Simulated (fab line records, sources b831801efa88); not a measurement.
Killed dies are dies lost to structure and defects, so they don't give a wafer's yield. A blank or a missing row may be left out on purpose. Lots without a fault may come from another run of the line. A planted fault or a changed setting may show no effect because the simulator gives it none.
Which tool did it? | flow gf180mcu | 24 lots, 72 wafers sampled, at 6 steps of a route of 602

WHAT THE GAUGES READ, wafer by wafer
GF_V1_THK_MEAS_01. Usual: V1_CVD_00_THK 599 nm, standard deviation 6.2.
lot  | measured     | on            | V1_CVD_00_THK (nm) | flag
L074 | day 16 21:05 | film_metro-01 | 611 603 608        |
L075 | day 17 13:44 | film_metro-01 | 594 595 596        |
L076 | day 17 20:10 | film_metro-04 | 600 602 603        |
L077 | day 18 05:11 | film_metro-01 | 598 593 598        |
L078 | day 19 03:55 | film_metro-01 | 601 582 595        |
L079 | day 19 09:55 | film_metro-01 | 588 594 597        |
L080 | day 19 22:13 | film_metro-04 | 608 594 603        |
L081 | day 20 04:59 | film_metro-01 | 586 593 603        |
L082 | day 20 08:37 | film_metro-01 | 601 583 594        |
L083 | day 20 16:31 | film_metro-02 | 591 588 598        |
L084 | day 20 23:01 | film_metro-01 | 595 589 593        |
L085 | day 21 13:10 | film_metro-04 | 607 607 594        |
L086 | day 21 18:58 | film_metro-04 | 603 595 603        |
L087 | day 22 01:35 | film_metro-01 | 606 595 602        |
L088 | day 22 17:17 | film_metro-01 | 600 598 607        |
L089 | day 23 05:34 | film_metro-01 | 595 603 593        |
L090 | day 23 06:38 | film_metro-01 | 608 599 604        |
L091 | day 23 12:32 | film_metro-02 | 595 605 600        |
L092 | day 23 19:27 | film_metro-02 | 600 595 596        |
L093 | day 24 04:31 | film_metro-01 | 595 606 595        |
L094 | day 24 10:06 | film_metro-01 | 601 602 598        |
L095 | day 24 15:11 | film_metro-04 | 598 608 605        |
L096 | day 24 20:31 | film_metro-04 | 602 613 605        |
L097 | day 25 04:43 | film_metro-02 | 601 592 596        |

GF_V2_CD_MEAS_14: target cd 260 nm. Usual: cd_nm 260.2 nm, standard deviation 1.3.
lot  | measured     | on        | cd_nm (nm)        | flag
L074 | day 20 03:39 | cd_sem-01 | 259.0 259.2 258.9 |
L075 | day 20 15:50 | cd_sem-02 | 259.6 260.2 260.1 |
L076 | day 21 00:30 | cd_sem-01 | 261.1 261.0 260.9 |
L077 | day 21 09:34 | cd_sem-02 | 260.8 259.3 258.9 |
L078 | day 22 06:42 | cd_sem-01 | 262.4 261.6 262.2 |
L079 | day 22 12:17 | cd_sem-01 | 258.7 260.3 259.7 |
L080 | day 23 00:59 | cd_sem-01 | 258.0 258.3 258.5 |
L081 | day 23 09:21 | cd_sem-02 | 259.1 258.7 258.0 |
L082 | day 23 10:52 | cd_sem-02 | 259.1 259.1 259.4 |
L083 | day 23 18:37 | cd_sem-01 | 262.0 260.9 262.1 |
L084 | day 24 02:16 | cd_sem-01 | 260.4 262.8 263.1 |
L085 | day 24 13:42 | cd_sem-02 | 258.8 259.6 259.7 |
L086 | day 24 20:19 | cd_sem-01 | 259.1 259.0 259.1 |
L087 | day 25 02:08 | cd_sem-01 | 261.1 261.2 261.3 |
L088 | day 25 13:53 | cd_sem-02 | 261.4 260.8 261.7 |
L089 | day 26 03:28 | cd_sem-02 | 259.8 260.0 259.5 |
L090 | day 26 03:48 | cd_sem-02 | 258.5 258.4 258.5 |
L091 | day 26 09:37 | cd_sem-02 | 259.7 259.5 260.7 |
L092 | day 26 15:28 | cd_sem-02 | 262.1 261.2 261.3 |
L093 | day 27 00:12 | cd_sem-02 | 258.7 259.3 259.9 |
L094 | day 27 04:02 | cd_sem-01 | 260.5 260.2 261.1 |
L095 | day 27 10:22 | cd_sem-02 | 260.9 261.8 261.5 |
L096 | day 27 15:07 | cd_sem-02 | 261.0 260.2 260.8 |
L097 | day 27 21:55 | cd_sem-02 | 259.9 261.9 260.9 |

GF_PASSIVATION_THK_MEAS_03. Usual: PASSIVATION_CVD_02_THK 702 nm, standard deviation 8.4.
lot  | measured     | on            | PASSIVATION_CVD_02_THK (nm) | flag
L074 | day 28 01:11 | film_metro-02 | 701 709 708                 |
L075 | day 28 12:58 | film_metro-03 | 694 708 701                 |
L076 | day 28 16:52 | film_metro-03 | 703 701 704                 |
L077 | day 29 02:05 | film_metro-03 | 691 707 713                 |
L078 | day 29 18:26 | film_metro-02 | 688 685 697                 |
L079 | day 30 01:01 | film_metro-03 | 685 696 707                 |
L080 | day 30 14:11 | film_metro-02 | 699 700 697                 |
L081 | day 30 15:49 | film_metro-02 | 688 702 713                 |
L082 | day 30 18:13 | film_metro-02 | 692 696 693                 |
L083 | day 31 01:00 | film_metro-02 | 686 694 711                 |
L084 | day 31 05:33 | film_metro-02 | 699 698 705                 |
L085 | day 31 15:55 | film_metro-04 | 705 714 719                 |
L086 | day 31 21:22 | film_metro-02 | 704 718 707                 |
L087 | day 32 01:04 | film_metro-03 | 695 701 699                 |
L088 | day 32 11:09 | film_metro-02 | 687 703 703                 |
L089 | day 32 21:52 | film_metro-02 | 699 707 709                 |
L090 | day 32 23:05 | film_metro-03 | 692 696 709                 |
L091 | day 33 01:26 | film_metro-02 | 714 714 724                 |
L092 | day 33 07:10 | film_metro-04 | 700 706 716                 |
L093 | day 33 14:35 | film_metro-04 | 711 709 704                 |
L094 | day 33 17:29 | film_metro-03 | 701 704 702                 |
L095 | day 33 21:33 | film_metro-03 | 695 697 705                 |
L096 | day 34 01:50 | film_metro-03 | 693 690 702                 |
L097 | day 34 05:44 | film_metro-02 | 689 693 707                 |

WHICH TOOL RAN EACH LOT (tool, then ch and the chambers of the sampled wafers, then the start)
lot  | GF_V2_SPUTTER_22             | GF_V5_SPUTTER_22             | GF_TOP_METAL_SPUTTER_01
L074 | pvd_sputter-04, day 20 04:31 | pvd_sputter-04, day 27 02:52 | pvd_sputter-02, day 27 03:35
L075 | pvd_sputter-04, day 20 16:46 | pvd_sputter-04, day 27 14:48 | pvd_sputter-02, day 27 15:32
L076 | pvd_sputter-01, day 21 01:25 | pvd_sputter-04, day 27 19:53 | pvd_sputter-02, day 27 20:37
L077 | pvd_sputter-03, day 21 10:30 | pvd_sputter-04, day 28 04:49 | pvd_sputter-03, day 28 05:32
L078 | pvd_sputter-04, day 22 07:34 | pvd_sputter-04, day 28 21:15 | pvd_sputter-03, day 28 22:11
L079 | pvd_sputter-04, day 22 13:29 | pvd_sputter-01, day 29 04:04 | pvd_sputter-02, day 29 04:47
L080 | pvd_sputter-03, day 23 01:57 | pvd_sputter-01, day 29 17:30 | pvd_sputter-04, day 29 18:14
L081 | pvd_sputter-04, day 23 10:37 | pvd_sputter-04, day 29 19:44 | pvd_sputter-02, day 29 20:35
L082 | pvd_sputter-04, day 23 11:44 | pvd_sputter-01, day 29 22:10 | pvd_sputter-03, day 29 22:53
L083 | pvd_sputter-01, day 23 19:27 | pvd_sputter-01, day 30 04:49 | pvd_sputter-03, day 30 05:32
L084 | pvd_sputter-04, day 24 03:08 | pvd_sputter-04, day 30 09:34 | pvd_sputter-02, day 30 10:18
L085 | pvd_sputter-04, day 24 14:37 | pvd_sputter-02, day 30 20:28 | pvd_sputter-02, day 30 21:17
L086 | pvd_sputter-04, day 24 21:13 | pvd_sputter-04, day 31 01:34 | pvd_sputter-03, day 31 02:18
L087 | pvd_sputter-04, day 25 03:02 | pvd_sputter-04, day 31 05:20 | pvd_sputter-04, day 31 06:04
L088 | pvd_sputter-03, day 25 14:44 | pvd_sputter-01, day 31 17:28 | pvd_sputter-03, day 31 18:11
L089 | pvd_sputter-04, day 26 04:22 | pvd_sputter-02, day 32 01:30 | pvd_sputter-03, day 32 04:39
L090 | pvd_sputter-03, day 26 04:43 | pvd_sputter-02, day 32 03:07 | pvd_sputter-03, day 32 05:15
L091 | pvd_sputter-01, day 26 10:26 | pvd_sputter-01, day 32 07:21 | pvd_sputter-02, day 32 08:05
L092 | pvd_sputter-03, day 26 16:46 | pvd_sputter-04, day 32 12:24 | pvd_sputter-02, day 32 13:08
L093 | pvd_sputter-04, day 27 01:08 | pvd_sputter-01, day 32 20:59 | pvd_sputter-03, day 32 21:43
L094 | pvd_sputter-04, day 27 04:53 | pvd_sputter-01, day 32 23:40 | pvd_sputter-03, day 33 00:23
L095 | pvd_sputter-01, day 27 11:17 | pvd_sputter-04, day 33 03:53 | pvd_sputter-03, day 33 04:37
L096 | pvd_sputter-04, day 27 16:00 | pvd_sputter-04, day 33 08:47 | pvd_sputter-04, day 33 09:31
L097 | pvd_sputter-01, day 27 22:47 | pvd_sputter-02, day 33 12:23 | pvd_sputter-04, day 33 13:07
- GF_V2_SPUTTER_22: material TiN, target thk 10 nm, time 40 s.
- GF_V5_SPUTTER_22: material TiN, target thk 10 nm, time 40 s.
- GF_TOP_METAL_SPUTTER_01: material TiN, target thk 30 nm, time 25 s.

WHAT THE TOOLS THEMSELVES READ (means of the sampled wafers that have a number; where no wafer has one, the mark that the record gives instead)
GF_V2_SPUTTER_22. Usual: throttle_valve_pct 30.3 %, standard deviation 0.86.
lot  | tool           | throttle_valve_pct (%) | flag
L074 | pvd_sputter-04 | 29.9                   |
L075 | pvd_sputter-04 | 30.7                   |
L076 | pvd_sputter-01 | 30.3                   |
L077 | pvd_sputter-03 | 30.0                   |
L078 | pvd_sputter-04 | 30.7                   |
L079 | pvd_sputter-04 | 31.0                   |
L080 | pvd_sputter-03 | 30.3                   |
L081 | pvd_sputter-04 | 30.7                   |
L082 | pvd_sputter-04 | 30.7                   |
L083 | pvd_sputter-01 | 29.8                   |
L084 | pvd_sputter-04 | 30.1                   |
L085 | pvd_sputter-04 | 30.0                   |
L086 | pvd_sputter-04 | 30.3                   |
L087 | pvd_sputter-04 | 30.7                   |
L088 | pvd_sputter-03 | 30.0                   |
L089 | pvd_sputter-04 | 30.7                   |
L090 | pvd_sputter-03 | 29.7                   |
L091 | pvd_sputter-01 | 30.3                   |
L092 | pvd_sputter-03 | 30.3                   |
L093 | pvd_sputter-04 | 30.1                   |
L094 | pvd_sputter-04 | 30.3                   |
L095 | pvd_sputter-01 | 30.8                   |
L096 | pvd_sputter-04 | 30.6                   |
L097 | pvd_sputter-01 | 30.1                   |

GF_V5_SPUTTER_22. Usual: throttle_valve_pct 30.3 %, standard deviation 0.85.
lot  | tool           | throttle_valve_pct (%) | flag
L074 | pvd_sputter-04 | 30.2                   |
L075 | pvd_sputter-04 | 30.0                   |
L076 | pvd_sputter-04 | 30.7                   |
L077 | pvd_sputter-04 | 31.1                   |
L078 | pvd_sputter-04 | 30.1                   |
L079 | pvd_sputter-01 | 30.6                   |
L080 | pvd_sputter-01 | 30.2                   |
L081 | pvd_sputter-04 | 30.4                   |
L082 | pvd_sputter-01 | 30.4                   |
L083 | pvd_sputter-01 | 30.7                   |
L084 | pvd_sputter-04 | 31.0                   |
L085 | pvd_sputter-02 | 29.6                   |
L086 | pvd_sputter-04 | 30.2                   |
L087 | pvd_sputter-04 | 30.0                   |
L088 | pvd_sputter-01 | 30.5                   |
L089 | pvd_sputter-02 | 29.5                   |
L090 | pvd_sputter-02 | 30.5                   |
L091 | pvd_sputter-01 | 30.1                   |
L092 | pvd_sputter-04 | 30.5                   |
L093 | pvd_sputter-01 | 30.0                   |
L094 | pvd_sputter-01 | 30.4                   |
L095 | pvd_sputter-04 | 30.0                   |
L096 | pvd_sputter-04 | 30.6                   |
L097 | pvd_sputter-02 | 29.5                   |

GF_TOP_METAL_SPUTTER_01. Usual: throttle_valve_pct 30.0 %, standard deviation 0.82.
lot  | tool           | throttle_valve_pct (%) | flag
L074 | pvd_sputter-02 | 30.5                   |
L075 | pvd_sputter-02 | 30.5                   |
L076 | pvd_sputter-02 | 30.1                   |
L077 | pvd_sputter-03 | 30.2                   |
L078 | pvd_sputter-03 | 29.8                   |
L079 | pvd_sputter-02 | 29.7                   |
L080 | pvd_sputter-04 | 30.7                   |
L081 | pvd_sputter-02 | 30.0                   |
L082 | pvd_sputter-03 | 30.2                   |
L083 | pvd_sputter-03 | 30.3                   |
L084 | pvd_sputter-02 | 30.1                   |
L085 | pvd_sputter-02 | 30.4                   |
L086 | pvd_sputter-03 | 29.3                   |
L087 | pvd_sputter-04 | 30.3                   |
L088 | pvd_sputter-03 | 30.4                   |
L089 | pvd_sputter-03 | 29.5                   |
L090 | pvd_sputter-03 | 30.1                   |
L091 | pvd_sputter-02 | 30.4                   |
L092 | pvd_sputter-02 | 29.2                   |
L093 | pvd_sputter-03 | 30.5                   |
L094 | pvd_sputter-03 | 30.1                   |
L095 | pvd_sputter-03 | 30.0                   |
L096 | pvd_sputter-04 | 30.5                   |
L097 | pvd_sputter-04 | 30.4                   |

THE ANSWER, worked out from the rows above alone
Rule: a lot is off if the mean of its wafers that have a number lies more than 3 standard deviations from the usual mean. A lot without any number at a reading at which 4 lots or more have one is off too. The other lots that the step has rows for count as sound. The gauges are gone through in route order, then the tools' own readings, and for those a lot's mean is taken as printed above. The first step at which some lot is off is used, and at that step the reading that is off furthest; a lot without a number counts as furthest.
No lot is off at any reading shown: from this, nothing can be told.

WHAT THE SIMULATOR HAD PUT IN
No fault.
